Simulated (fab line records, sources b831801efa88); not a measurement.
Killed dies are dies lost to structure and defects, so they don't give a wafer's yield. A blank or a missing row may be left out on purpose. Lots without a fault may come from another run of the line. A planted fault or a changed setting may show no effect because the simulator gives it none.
fab line records | flow sky130
record lots=6 wafers=18 last_day=50
route steps=708 shown VT_ADJUST_LVTN@116 VT_ADJUST_NCORE@119 VT_ADJUST_HVTR@131 PAD_OPEN@708
lots that met no fault: from a run of the same line without faults
start_h: hours from the record's first day to the start of the lot's first wafer shown | wait_h: hours since the lot's step before | " the same as in the row above | L1.1+2: a row that stands for several wafers | - no value, or no start given | * or withheld: withheld | < > ~ a bound
route shown NAME@n: a module of which the file shows steps, and the number in the route of the first | usual: mean/standard deviation of fault-free wafers | same: alike in all rows | chamber/n: place in a boat | sites: the reading at each site | _std_site: their standard deviation | _edge_site: outer sites' mean less inner sites' | radius_mm: how far each site lies from the wafer's centre | mask NAME#n: copy n | behind: the tool/chamber that last shaped the wafer | hold: why the lot was held/for how many hours/how that ended | device: the transistor (n, p or np) that didn't switch | end of line: the same wafers' tests at the end of the route | a step without rows: its recipe alone | killed: dies lost to structure and defects at the first sort, not the wafer's yield | map: a wafer's dies, x killed, . not, _ none there
set.NAME: the setting as run; set.NAME@STEP: as run at that earlier step | model.NAME: the simulator's own value behind a step, which no gauge read
lots at some steps of the route; a table a step, a row a wafer
services: from which hour (start_h, from the record's first day; less than 0 if before it) a tool's chamber was out of use, for how many hours, and why
## steps
# step SKY_VT_ADJUST_LVTN_IMPLANT_19
# recipe species=B energy_kev=30 dose_cm2=6.5e+11 tilt_deg=withheld
# step SKY_VT_ADJUST_LVTN_STRIP_20
# recipe chemistry=O2/N2 power_w=1400 pressure_mtorr=1500 platen_temp_c=withheld o2_flow_sccm=3000 n2_flow_sccm=300 overash_fraction=0.5
# usual drypump_motor_current_A=5.83/0.17 oes_product_au=0.716/0.0043 strip_time_to_endpoint_s=14.17/0.037
# columns lot.wafer tool chamber start_h wait_h drypump_motor_current_A oes_product_au rf_hours_counter_h strip_time_to_endpoint_s
L604.2 plasma_asher-02 0 161.10 0.1 5.99 0.715 34 14.13
L604.3 " 1 " " 5.58 0.718 - 14.09
L604.5 " 1 " " 5.56 0.713 - 14.14
L610.2 plasma_asher-03 1 202.52 0.1 5.66 0.714 53 14.17
L610.3 " 1 " " 5.67 0.719 - 14.13
L610.4 " 0 " " 5.98 0.714 - 14.15
L614.1 plasma_asher-02 1 229.92 0.1 5.55 0.715 40 14.21
L614.5 " 0 " " 5.97 0.715 - 14.23
L614.6 " 1 " " 5.57 0.717 - 14.22
L622.2 plasma_asher-02 0 284.31 0.1 5.97 0.729 45 14.15
L622.3 " 1 " " 5.55 0.719 - 14.11
L622.4 " 0 " " 5.99 0.708 - 14.15
L625.1 plasma_asher-01 1 299.07 0.1 5.91 0.719 17 14.18
L625.5 " 1 " " 5.92 0.714 - 14.22
L625.6 " 0 " " 5.92 0.715 - 14.27
L626.1 plasma_asher-03 0 309.66 0.1 5.99 0.718 64 14.18
L626.2 " 1 " " 5.62 0.716 64 14.18
L626.6 " 1 " " 5.63 0.717 - 14.18
# step SKY_VT_ADJUST_LVTN_TW_MEAS_21
# usual VT_ADJUST_LVTN_2_TW=188.6/1
# columns lot.wafer tool chamber start_h wait_h VT_ADJUST_LVTN_2_TW
L604.2 film_metro-02 - 161.21 0.1 187.6
L604.3 " - " " 187.7
L604.5 " - " " 187.9
L610.2 film_metro-02 - 202.63 0.1 188.9
L610.3 " - " " 188.7
L610.4 " - " " 188.1
L614.1 film_metro-03 - 230.02 0.1 188.3
L614.5 " - " " 187.4
L614.6 " - " " 189.4
L622.2 film_metro-02 - 284.42 0.1 188.3
L622.3 " - " " 189.1
L622.4 " - " " 189.7
L625.1 film_metro-03 - 299.17 0.1 188.5
L625.5 " - " " 189.0
L625.6 " - " " 187.7
L626.1 film_metro-01 - 309.76 0.1 189.9
L626.2 " - " " 190.3
L626.6 " - " " 190.2
# step SKY_VT_ADJUST_NCORE_DEHYDRATE_00
# recipe temp_c=200 time_s=60
# step SKY_VT_ADJUST_NCORE_HMDS_01
# recipe prime_time_s=60 prime_temp_c=120
# step SKY_VT_ADJUST_NCORE_COAT_02
# recipe resist=NOVOLAK spin_rpm=3000 resist_thk_nm=1140
# step SKY_VT_ADJUST_NCORE_SOFTBAKE_03
# recipe temp_c=90 time_s=60 resist=NOVOLAK
# step SKY_VT_ADJUST_NCORE_EXPOSE_04
# recipe mask_id=LVTN_COMPLEMENT_THIN na=0.6 source_shape=conventional sigma_outer=0.6 polarization=unpolarized target_cd_nm=380 dose_mj=139
# step SKY_VT_ADJUST_NCORE_PEB_05
# recipe temp_c=withheld time_s=* resist=NOVOLAK
# step SKY_VT_ADJUST_NCORE_DEVELOP_06
# recipe resist=NOVOLAK developer=TMAH develop_time_s=60 dev_temp_c=23
# step SKY_VT_ADJUST_NCORE_CD_MEAS_07
# recipe target_cd_nm=380
# usual cd_nm=380.9/2.9
# columns lot.wafer tool chamber start_h wait_h cd_nm
L604.2 cd_sem-01 - 180.59 0.1 385.0
L604.3 " - " " 383.0
L604.5 " - " " 385.2
L610.2 cd_sem-02 - 224.04 0.1 384.0
L610.3 " - " " 383.4
L610.4 " - " " 383.7
L614.1 cd_sem-02 - 251.82 0.1 379.5
L614.5 " - " " 378.1
L614.6 " - " " 378.1
L622.2 cd_sem-02 - 309.84 0.1 380.8
L622.3 " - " " 383.4
L622.4 " - " " 380.0
L625.1 cd_sem-01 - 324.73 0.1 377.2
L625.5 " - " " 377.1
L625.6 " - " " 376.5
L626.1 cd_sem-01 - 336.22 0.1 380.4
L626.2 " - " " 380.5
L626.6 " - " " 380.8
# step SKY_VT_ADJUST_NCORE_OVL_MEAS_08
# usual VT_ADJUST_NCORE_OVL=0.7/1.3
# columns lot.wafer tool chamber start_h wait_h VT_ADJUST_NCORE_OVL[nm]
L604.2 overlay-01 - 180.69 0.1 2.1
L604.3 " - " " 1.2
L604.5 " - " " 2.1
L610.2 overlay-01 - 224.14 0.1 2.1
L610.3 " - " " 3.3
L610.4 " - " " 2.1
L614.1 overlay-01 - 251.94 0.1 2.4
L614.5 " - " " 0.1
L614.6 " - " " 1.9
L622.2 overlay-02 - 309.94 0.1 -1.2
L622.3 " - " " -1.7
L622.4 " - " " -1.8
L625.1 overlay-02 - 324.85 0.1 0.8
L625.5 " - " " 0.9
L625.6 " - " " 1.3
L626.1 overlay-01 - 336.34 0.1 -1.6
L626.2 " - " " -1.9
L626.6 " - " " -2.1
# step SKY_VT_ADJUST_NCORE_IMPLANT_09
# recipe species=B energy_kev=10 dose_cm2=2.4e+12 tilt_deg=withheld
# usual beam_energy_keV=10.000/0.0034
# columns lot.wafer tool chamber start_h wait_h beam_energy_keV model.implant.rp_nm model.implant.drp_nm
L604.2 implanter-02 0 180.75 0.0 9.996 33.6 17.11
L604.3 " 0 " " 9.996 33.6 17.11
L604.5 " 0 " " 9.999 33.6 17.11
L610.2 implanter-02 0 224.20 0.0 10.007 32.8 17.11
L610.3 " 0 " " 10.001 32.8 17.11
L610.4 " 0 " " 10.008 32.8 17.11
L614.1 implanter-03 0 251.98 0.0 10.000 32.68 17.11
L614.5 " 0 " " 9.999 32.68 17.11
L614.6 " 0 " " 10.004 32.68 17.11
L622.2 implanter-02 0 310.00 0.0 9.995 33.27 17.11
L622.3 " 0 " " 9.994 33.27 17.11
L622.4 " 0 " " 9.996 33.27 17.11
L625.1 implanter-03 0 324.89 0.0 14.248 48.71 22.13
L625.5 " 0 " " 14.240 48.71 22.13
L625.6 " 0 " " 14.244 48.71 22.13
L626.1 implanter-03 0 336.38 0.0 14.249 47.15 22.13
L626.2 " 0 " " 14.251 47.15 22.13
L626.6 " 0 " " 14.248 47.15 22.13
# step SKY_VT_ADJUST_NCORE_STRIP_10
# recipe chemistry=O2/N2 power_w=1400 pressure_mtorr=1500 platen_temp_c=withheld o2_flow_sccm=3000 n2_flow_sccm=300 overash_fraction=0.5
# usual drypump_motor_current_A=5.7/0.37 oes_product_au=0.716/0.0047 strip_time_to_endpoint_s=14.18/0.043
# columns lot.wafer tool chamber start_h wait_h drypump_motor_current_A oes_product_au rf_hours_counter_h strip_time_to_endpoint_s
L604.2 plasma_asher-04 0 180.87 0.1 4.8 0.711 48 14.21
L604.3 " 1 " " 5.8 0.725 - 14.24
L604.5 " 1 " " 5.9 0.715 - 14.16
L610.2 plasma_asher-01 1 224.32 0.1 5.9 0.722 10 14.13
L610.3 " 0 " " 5.9 0.718 - 14.12
L610.4 " 1 " " 5.9 0.720 - 14.14
L614.1 plasma_asher-04 1 252.13 0.1 5.9 0.715 55 14.17
L614.5 " 1 " " 5.9 0.721 - 14.17
L614.6 " 0 " " 4.8 0.713 - 14.20
L622.2 plasma_asher-01 0 310.12 0.1 5.9 0.716 19 14.24
L622.3 " 0 " " 5.9 0.708 - 14.22
L622.4 " 1 " " 5.9 0.709 - 14.20
L625.1 plasma_asher-03 0 325.04 0.1 6.0 0.717 65 14.07
L625.5 " 1 " " 5.6 0.718 - 14.10
L625.6 " 0 " " 6.0 0.717 - 14.12
L626.1 plasma_asher-03 0 336.53 0.1 6.0 0.711 66 14.18
L626.2 " 1 " " 5.6 0.716 66 14.20
L626.6 " 1 " " 5.6 0.720 - 14.17
# step SKY_VT_ADJUST_NCORE_TW_MEAS_11
# usual VT_ADJUST_NCORE_TW=219.4/1.8
# columns lot.wafer tool chamber start_h wait_h VT_ADJUST_NCORE_TW
L604.2 film_metro-01 - 180.98 0.1 221.3
L604.3 " - " " 221.8
L604.5 " - " " 219.9
L610.2 film_metro-02 - 224.43 0.1 219.4
L610.3 " - " " 218.5
L610.4 " - " " 219.1
L614.1 film_metro-01 - 252.23 0.1 220.2
L614.5 " - " " 222.1
L614.6 " - " " 221.2
L622.2 film_metro-01 - 310.23 0.1 220.2
L622.3 " - " " 222.1
L622.4 " - " " 220.8
L625.1 film_metro-01 - 325.14 0.1 236.4
L625.5 " - " " 237.1
L625.6 " - " " 238.2
L626.1 film_metro-04 - 336.63 0.1 235.3
L626.2 " - " " 235.6
L626.6 " - " " 236.6
# step SKY_VT_ADJUST_HVTR_DEHYDRATE_00
# recipe temp_c=200 time_s=60
# step SKY_PAD_OPEN_PROBE_99
# usual killed_at_M0_to_M3=43/6.4 killed_at_M4_up=2.8/1.7 killed_at_contacts=24/5.5 killed_at_front_end=15/4 killed_at_other=0.3/0.54 killed_dies=86/9.1 killed_open=47/6.6 killed_short=39/6.2
# same gross_dies=492 killed_at_back_side=0
# columns lot.wafer tool chamber start_h wait_h killed_at_M0_to_M3 killed_at_M4_up killed_at_contacts killed_at_front_end killed_at_other killed_dies killed_open killed_short model.etest.nfet_16v.r_on_ohm_um model.etest.res_pwell_under_gate.rs_ohm_sq model.etest.pfet_16v.drive_ua_um model.etest.pfet_g5v0d10v5.off_log10_a_um model.etest.pfet_g5v0d10v5.vt_sat_v model.etest.pfet_16v.vt_v model.etest.pfet_g5v0d10v5.vt_v model.etest.nfet_g5v0d10v5.body_rise_v
L604.2 prober-01 - 1070.68 0.1 37 1 26 21 0 85 43 42 1.44e+04 2294 247.8 -12.47 -0.6217 -1.085 -0.8249 0.6845
L604.3 prober-01 - 1070.73 0.2 43 4 25 15 0 87 44 43 1.444e+04 2273 250.3 -12.07 -0.5949 -1.074 -0.8096 0.6837
L604.5 prober-01 - 1070.83 0.2 37 2 24 13 0 76 44 32 1.449e+04 2288 249.4 -12.09 -0.606 -1.079 -0.8199 0.6881
L610.2 prober-02 - 1110.08 0.1 44 2 19 11 0 76 47 29 1.439e+04 2311 242.8 -12.64 -0.649 -1.104 -0.8498 0.6682
L610.3 prober-02 - 1110.13 0.2 38 2 18 14 1 73 39 34 1.438e+04 2286 240.3 -12.57 -0.644 -1.091 -0.8421 0.6675
L610.4 prober-02 - 1110.18 0.2 43 3 28 8 1 83 45 38 1.401e+04 2301 247.1 -12.43 -0.6189 -1.088 -0.818 0.659
L614.1 prober-02 - 1133.97 0.1 56 2 25 18 0 101 58 43 1.403e+04 2287 247.4 -12.34 -0.6216 -1.079 -0.8238 0.6767
L614.5 prober-02 - 1134.17 0.2 52 2 29 11 0 94 58 36 1.42e+04 2275 247.9 -12.42 -0.6153 -1.082 -0.8174 0.668
L614.6 prober-02 - 1134.22 0.2 48 1 33 9 1 92 50 42 1.414e+04 2293 248.9 -12.21 -0.6067 -1.087 -0.8124 0.6702
L622.2 prober-02 - 1174.80 0.1 41 3 19 18 0 81 46 35 1.396e+04 2273 246.6 -12.62 -0.6452 -1.094 -0.8349 0.6659
L622.3 prober-02 - 1174.85 0.2 47 2 16 13 1 79 46 33 1.395e+04 2270 242.3 -12.1 -0.5915 -1.092 -0.7899 0.6701
L622.4 prober-02 - 1174.90 0.2 41 3 27 13 0 84 48 36 1.402e+04 2275 239.2 -12.72 -0.6488 -1.102 -0.8418 0.6731
L625.1 prober-01 - 1186.85 0.1 37 3 22 22 0 84 47 37 1.466e+04 2221 252.1 -11.86 -0.5899 -1.049 -0.8118 0.7112
L625.5 prober-01 - 1187.05 0.2 39 2 23 17 0 81 41 40 1.487e+04 2224 252.3 -11.68 -0.572 -1.05 -0.7938 0.7181
L625.6 prober-01 - 1187.10 0.2 40 3 24 15 0 82 44 38 1.483e+04 2225 250.7 -11.49 -0.5429 -1.05 -0.7635 0.7255
L626.1 prober-02 - 1193.18 0.1 38 2 25 20 0 85 43 42 1.438e+04 2254 255.4 -12.2 -0.6066 -1.072 -0.8158 0.6962
L626.2 prober-02 - 1193.23 0.1 37 4 21 14 0 76 40 36 1.446e+04 2229 253.1 -12 -0.6202 -1.074 -0.8317 0.6914
L626.6 prober-02 - 1193.43 0.2 39 1 19 12 1 72 42 30 1.449e+04 2248 255.6 -11.93 -0.5742 -1.069 -0.7878 0.6896
# killed by level:class
L604.2 CONTACT:geometric_particle:open=10 VIA1:geometric_particle:open=9 METAL2:geometric_particle:short=7 FIELD_ISO:geometric_particle:short=6 LOCAL_INTERCONNECT:geometric_particle:short=6 VIA3:geometric_particle:open=6 SPACER:geometric_particle:open=4 LI_CONTACT:geometric_particle:open=4
L604.3 VIA2:geometric_particle:open=10 CONTACT:geometric_particle:open=10 METAL2:geometric_particle:short=8 LI_CONTACT:geometric_particle:open=6 VIA3:geometric_particle:open=5 FIELD_ISO:geometric_particle:short=4 LOCAL_INTERCONNECT:geometric_particle:short=4 CONTACT:geometric_particle:short=4
L604.5 LI_CONTACT:geometric_particle:open=10 VIA2:geometric_particle:open=9 VIA1:geometric_particle:short=7 VIA1:geometric_particle:open=7 CONTACT:geometric_particle:open=6 CONTACT:geometric_particle:short=5 VIA3:geometric_particle:open=4 METAL2:geometric_particle:short=4
L610.2 VIA1:geometric_particle:open=11 VIA2:geometric_particle:open=7 CONTACT:geometric_particle:open=6 VIA3:geometric_particle:open=6 LI_CONTACT:geometric_particle:open=5 FIELD_ISO:geometric_particle:open=4 METAL2:geometric_particle:short=4 LOCAL_INTERCONNECT:geometric_particle:short=3
L610.3 VIA1:geometric_particle:open=7 VIA2:geometric_particle:open=7 VIA3:geometric_particle:open=6 LI_CONTACT:geometric_particle:open=5 METAL1:geometric_particle:short=5 LI_CONTACT:geometric_particle:short=4 CONTACT:geometric_particle:open=4 METAL2:geometric_particle:short=4
L610.4 CONTACT:geometric_particle:open=11 VIA1:geometric_particle:open=9 LI_CONTACT:geometric_particle:open=7 VIA2:geometric_particle:open=6 METAL1:geometric_particle:short=6 METAL2:geometric_particle:short=6 CONTACT:geometric_particle:short=5 METAL3:geometric_particle:short=5
L614.1 VIA3:geometric_particle:open=11 VIA1:geometric_particle:open=9 CONTACT:geometric_particle:open=8 FIELD_ISO:geometric_particle:open=7 VIA2:geometric_particle:open=6 POLY_GATE:geometric_particle:open=6 LI_CONTACT:geometric_particle:open=6 CONTACT:geometric_particle:short=6
L614.5 VIA1:geometric_particle:open=15 CONTACT:geometric_particle:open=11 LI_CONTACT:geometric_particle:open=8 VIA1:geometric_particle:short=6 VIA3:geometric_particle:open=5 METAL1:geometric_particle:short=5 LI_CONTACT:geometric_particle:short=4 METAL2:geometric_particle:short=4
L614.6 CONTACT:geometric_particle:open=10 VIA1:geometric_particle:open=9 CONTACT:geometric_particle:short=7 VIA2:geometric_particle:open=7 VIA3:geometric_particle:open=6 LI_CONTACT:geometric_particle:open=6 VIA1:geometric_particle:short=6 LOCAL_INTERCONNECT:geometric_particle:short=5
L622.2 VIA2:geometric_particle:open=8 LI_CONTACT:geometric_particle:open=8 VIA1:geometric_particle:open=8 VIA3:geometric_particle:open=8 METAL3:geometric_particle:short=6 POLY_GATE:geometric_particle:short=5 FIELD_ISO:geometric_particle:short=4 POLY_GATE:geometric_particle:open=4
L622.3 VIA2:geometric_particle:open=14 VIA1:geometric_particle:open=9 LI_CONTACT:geometric_particle:short=5 METAL1:geometric_particle:short=5 VIA3:geometric_particle:open=5 FIELD_ISO:geometric_particle:open=4 POLY_GATE:geometric_particle:open=4 VIA2:geometric_particle:short=3
L622.4 VIA1:geometric_particle:open=14 LI_CONTACT:geometric_particle:open=8 CONTACT:geometric_particle:open=8 CONTACT:geometric_particle:short=7 METAL2:geometric_particle:short=5 METAL3:geometric_particle:short=5 VIA2:geometric_particle:open=5 VIA3:geometric_particle:open=5
L625.1 VIA1:geometric_particle:open=10 FIELD_ISO:geometric_particle:open=8 CONTACT:geometric_particle:open=7 VIA2:geometric_particle:open=6 POLY_GATE:geometric_particle:short=5 METAL1:geometric_particle:short=5 LI_CONTACT:geometric_particle:open=4 CONTACT:geometric_particle:short=4
L625.5 VIA1:geometric_particle:open=9 LI_CONTACT:geometric_particle:open=7 FIELD_ISO:geometric_particle:open=6 METAL2:geometric_particle:short=6 FIELD_ISO:geometric_particle:short=5 LI_CONTACT:geometric_particle:short=5 CONTACT:geometric_particle:open=5 VIA1:geometric_particle:short=5
L625.6 CONTACT:geometric_particle:open=10 VIA1:geometric_particle:open=8 VIA3:geometric_particle:open=7 FIELD_ISO:geometric_particle:open=5 POLY_GATE:geometric_particle:open=5 CONTACT:geometric_particle:short=5 METAL2:geometric_particle:short=5 VIA2:geometric_particle:short=4
L626.1 CONTACT:geometric_particle:open=8 VIA2:geometric_particle:open=7 FIELD_ISO:geometric_particle:open=6 LI_CONTACT:geometric_particle:open=6 LOCAL_INTERCONNECT:geometric_particle:short=5 VIA1:geometric_particle:open=5 METAL3:geometric_particle:short=5 POLY_GATE:geometric_particle:short=4
L626.2 LI_CONTACT:geometric_particle:open=7 VIA1:geometric_particle:open=7 CONTACT:geometric_particle:short=6 VIA3:geometric_particle:open=6 FIELD_ISO:geometric_particle:short=5 VIA2:geometric_particle:open=5 CONTACT:geometric_particle:open=4 METAL3:geometric_particle:short=4
L626.6 VIA1:geometric_particle:open=9 VIA3:geometric_particle:open=7 LI_CONTACT:geometric_particle:open=6 METAL2:geometric_particle:short=6 CONTACT:geometric_particle:open=5 FIELD_ISO:geometric_particle:open=4 CONTACT:geometric_particle:short=4 POLY_GATE:geometric_particle:open=3
## services
# columns tool chamber start_h hours kind
plasma_asher-01 - 147.56 2.8 pm
implanter-03 - 164.70 2.1 pm
plasma_asher-03 - 166.17 0.8 repair
implanter-02 - 253.37 0.8 repair
plasma_asher-02 - 268.81 4.3 pm
plasma_asher-03 - 277.76 0.3 repair
implanter-02 - 278.65 0.7 repair
plasma_asher-02 - 297.11 14.6 pm
implanter-03 - 309.79 2.0 repair
implanter-03 - 332.90 3.3 pm
plasma_asher-04 - 334.11 5.0 repair
## key
first_sign step=SKY_VT_ADJUST_NCORE_IMPLANT_09 reading=beam_energy_keV direction=up sigmas=99+ usual=* struck=*
effect step=SKY_VT_ADJUST_NCORE_TW_MEAS_11 reading=VT_ADJUST_NCORE_TW direction=up sigmas=9.7 usual=219.4 struck=236.5
model_effect step=SKY_VT_ADJUST_NCORE_IMPLANT_09 value=implant.rp_nm without=33.76 struck=47.93
model_effect step=SKY_PAD_OPEN_PROBE_99 value=etest.nfet_16v.r_on_ohm_um without=1.393e+04 struck=1.462e+04
met_at SKY_VT_ADJUST_NCORE_IMPLANT_09
struck_wafers L625.1,L625.5,L625.6,L626.1,L626.2,L626.6
tester_left_out L625,L626
onset_between 251.98 324.89
fault kind=process_parameter_drift tool=implanter-03 chamber=- onset_h=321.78 steps=SKY_VT_ADJUST_NCORE_IMPLANT_09 channel=energy_kev offset=* shape=step end_h=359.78 acts_in=* stated=*
# tester_left_out: of these lots the tester's yield and bins aren't shown, on N5 and GAA mostly nor the transistor test; their killed dies are dies lost to structure and defects alone, not to doping, threshold or leakage, so they don't give the yield
